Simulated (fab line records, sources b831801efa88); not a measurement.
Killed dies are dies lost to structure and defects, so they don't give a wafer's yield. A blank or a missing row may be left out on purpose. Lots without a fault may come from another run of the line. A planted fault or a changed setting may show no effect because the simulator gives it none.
A struck lot beside a sound one | flow sky130 | 35 steps out of a route of 708
Sound: wafers L222.3, L222.4, L222.6. Struck: wafer L227.3. (L227.1, L227.5 of the same lot were not struck and are left out.) The cause comes at the end.
At each step with rows: each side's tool, then ch and its chambers, then its first start. Under that, the readings that differ: sound wafers | struck wafers | difference of the means | sigmas: that difference in standard deviations of wafers without a fault.
alike: readings whose means differ by less than 2 such deviations, and words and numbers that are the same on both sides. not compared: withheld readings, readings that some wafer has no value for, bounds like >300 that may hide the same value, and numbers for which the record gives no deviation and whose values overlap.
The two part at a step that has a row with sigmas, a row that says differs or no value, or rows on one side only. Numbers that don't overlap but have no deviation are shown without sigmas and don't part them. A reading that every wafer of one side lacks parts them only if that side has two wafers or more.

SKY_SD_P_CD_MEAS_07: target cd 380 nm.
  sound on cd_sem-02, day 25 09:43; struck on cd_sem-01, day 27 09:11
  reading    | sound             | struck | difference | sigmas
  cd_nm (nm) | 378.7 376.9 377.4 | 384.7  | +7.0       | +3
SKY_SD_P_OVL_MEAS_08:
  sound on overlay-01, day 25 09:48; struck on overlay-01, day 27 09:18
  reading       | sound          | struck | difference | sigmas
  SD_P_OVL (nm) | -1.2 -0.2 -1.5 | 1.7    | +2.7       | +2
then, 1 step without rows for these wafers: SKY_SD_P_IMPLANT_09.
SKY_SD_P_STRIP_10: strips in O2/N2.
  sound on plasma_asher-03 ch 0,1, day 25 10:01; struck on plasma_asher-03 ch 1, day 27 09:29
  alike: drypump_motor_current_A, oes_product_au, strip_time_to_endpoint_s
  not compared: rf_hours_counter_h
SKY_SD_P_TW_MEAS_11:
  sound on film_metro-04, day 25 10:06; struck on film_metro-04, day 27 09:35
  alike: SD_P_TW
then, 7 steps without rows for these wafers: SKY_RES_XHIGH_DEHYDRATE_00 (time 60 s); SKY_RES_XHIGH_HMDS_01 (prime time 60 s); SKY_RES_XHIGH_COAT_02 (resist thk 1140 nm); SKY_RES_XHIGH_SOFTBAKE_03 (time 60 s); SKY_RES_XHIGH_EXPOSE_04 (exposes mask URPM, target cd 1270 nm); SKY_RES_XHIGH_PEB_05; SKY_RES_XHIGH_DEVELOP_06 (develop time 60 s).
SKY_RES_XHIGH_IMPLANT_07:
  sound on implanter-03 ch 0, day 26 15:04; struck on implanter-04 ch 0, day 28 14:28
SKY_RES_XHIGH_STRIP_08: strips in O2/N2.
  sound on plasma_asher-04 ch 0,1, day 26 15:12; struck on plasma_asher-03 ch 0, day 28 14:37
  reading                      | sound             | struck | difference | sigmas
  strip_time_to_endpoint_s (s) | 14.21 14.27 14.31 | 14.37  | +0.11      | +2
  alike: drypump_motor_current_A, oes_product_au
  not compared: rf_hours_counter_h
SKY_RES_XHIGH_TW_MEAS_09:
  sound on film_metro-04, day 26 15:17; struck on film_metro-01, day 28 14:43
  alike: RES_XHIGH_TW
then, 7 steps without rows for these wafers: SKY_SD_N_DEHYDRATE_00 (time 60 s); SKY_SD_N_HMDS_01 (prime time 60 s); SKY_SD_N_COAT_02 (resist thk 1140 nm); SKY_SD_N_SOFTBAKE_03 (time 60 s); SKY_SD_N_EXPOSE_04 (exposes mask NSDM, target cd 380 nm); SKY_SD_N_PEB_05; SKY_SD_N_DEVELOP_06 (develop time 60 s).
SKY_SD_N_CD_MEAS_07: target cd 380 nm.
  sound on cd_sem-01, day 27 20:10; struck on cd_sem-02, day 29 18:52
  alike: cd_nm
SKY_SD_N_OVL_MEAS_08:
  sound on overlay-02, day 27 20:15; struck on overlay-01, day 29 18:59
  reading       | sound        | struck | difference | sigmas
  SD_N_OVL (nm) | -1.0 1.2 0.2 | 3.4    | +3.3       | +2
then, 2 steps without rows for these wafers: SKY_SD_N_IMPLANT_09; SKY_SD_N_IMPLANT_10.
SKY_SD_N_STRIP_11: strips in O2/N2.
  sound on plasma_asher-01 ch 0,1, day 27 20:37; struck on plasma_asher-01 ch 1, day 29 19:20
  alike: drypump_motor_current_A, oes_product_au, strip_time_to_endpoint_s
  not compared: rf_hours_counter_h
SKY_SD_N_TW_MEAS_12:
  sound on film_metro-04, day 27 20:42; struck on film_metro-04, day 29 19:26
  alike: SD_N_TW
then, 1 step without rows for these wafers: SKY_SD_N_CLEAN_13 (cleans in SC1/SC2, time 150 s).
SKY_SD_N_RTA_14: time 2 s.
  sound on rtp_anneal-02 ch 0, day 27 20:49; struck on rtp_anneal-01 ch 0, day 29 19:33
  alike: lamp_power_pct, ramp_down_c_per_s, wafer_temp_C_max
SKY_SD_N_RS_MEAS_16: measures by four-point-probe.
  sound on film_metro-02, day 27 21:00; struck on film_metro-02, day 29 19:43
  alike: SD_N_RS
SKY_SD_N_RS_MEAS_17: measures by four-point-probe.
  sound on film_metro-02, day 27 21:07; struck on film_metro-02, day 29 19:50
  alike: SD_P_RS
SKY_SD_N_RS_MEAS_18: measures by four-point-probe.
  sound on film_metro-02, day 27 21:14; struck on film_metro-02, day 29 19:58
  alike: RES_XHIGH_RS
then, 1 step without rows for these wafers: SKY_SALICIDE_CLEAN_00 (cleans in HF-last, time 30 s).
-- the record jumps here: 17 days lie between the struck wafers' starts before and after (it left off in module SALICIDE and takes up again in module PAD_OPEN, whose first step shown is number 708 of the route) --
SKY_PAD_OPEN_PROBE_99:
  sound on prober-02, day 45 20:44; struck on prober-02, day 47 05:39
  reading                                  | sound          | struck | difference | sigmas
  model.etest.res_xhigh_po.rs_ohm_sq_range | 104 83.6 104.5 | 323.8  | +226.4     |
  alike: killed_at_M0_to_M3, killed_at_M4_up, killed_at_contacts, killed_at_front_end, killed_at_other, killed_dies, killed_open, killed_short

WHERE THEY PART
First at SKY_SD_P_CD_MEAS_07; last, within this record, at SKY_SD_N_OVL_MEAS_08. Later steps at which nothing parts them and some readings are alike: SKY_SD_N_STRIP_11, SKY_SD_N_TW_MEAS_12, SKY_SD_N_RTA_14, SKY_SD_N_RS_MEAS_16, SKY_SD_N_RS_MEAS_17, SKY_SD_N_RS_MEAS_18, SKY_PAD_OPEN_PROBE_99.

WHY: what the simulator had put in
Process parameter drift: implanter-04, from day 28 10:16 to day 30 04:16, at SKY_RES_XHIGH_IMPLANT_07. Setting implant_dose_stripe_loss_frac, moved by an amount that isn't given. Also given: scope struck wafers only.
